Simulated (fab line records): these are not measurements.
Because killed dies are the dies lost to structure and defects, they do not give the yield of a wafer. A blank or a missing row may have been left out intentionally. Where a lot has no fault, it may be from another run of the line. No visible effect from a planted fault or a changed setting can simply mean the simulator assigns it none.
The tool behind it: which one? -- flow sky130 -- route of 708 steps, sampled at 1 step: 12 lots, 36 wafers

WHAT THE GAUGES SHOWED, per wafer
SKY_METAL4_OVL_MEAS_14. Usual: METAL4_OVL gives 1 nm (standard deviation 5.9).
lot,measured,on,METAL4_OVL (nm),flag
L540,day 42 07:32,overlay-01,-10 -8 -7,
L546,day 43 11:22,overlay-01,7 4 7,
L549,day 44 12:19,overlay-02,1 2 -3,
L550,day 44 20:52,overlay-02,1 6 8,
L551,day 45 05:43,overlay-02,3 2 9,
L552,day 45 08:10,overlay-02,-4 -3 -6,
L553,day 45 17:58,overlay-01,-1 1 -1,
L554,day 46 11:28,overlay-01,-1 -1 -7,
L555,day 46 13:04,overlay-02,-2 -1 -4,
L557,day 46 18:56,overlay-01,-4 -1 0,
L556,day 47 07:55,overlay-02,9 9 12,
L562,day 47 16:23,overlay-02,1 9 8,

WHAT TOOL EACH LOT RAN ON (gives the tool, then ch and the chambers of the sampled wafers, and finally the start)
Before these readings, the record contains no process step.

WHAT THE TOOLS THEMSELVES READ (means of the sampled wafers that have a number; where no wafer has one, the mark that the record gives instead)
The record holds no such reading with a usual standard deviation.

THE ANSWER, worked out from the rows above alone
Rule: a lot counts as off when the mean over its wafers that have a number is more than 3 standard deviations away from the usual mean. Also off: a lot with no number at a reading for which 4 or more lots have one. Any other lot the step has rows for is counted as sound. After the gauges, taken in route order, come the tools' own readings; for these a lot's mean is taken, as printed above. The first step at which some lot is off is used, and at that step the reading that is off furthest; a lot without a number counts as furthest.
No lot is off on any of the readings shown, so nothing can be concluded from this.

WHAT HAD BEEN PUT IN BY THE SIMULATOR
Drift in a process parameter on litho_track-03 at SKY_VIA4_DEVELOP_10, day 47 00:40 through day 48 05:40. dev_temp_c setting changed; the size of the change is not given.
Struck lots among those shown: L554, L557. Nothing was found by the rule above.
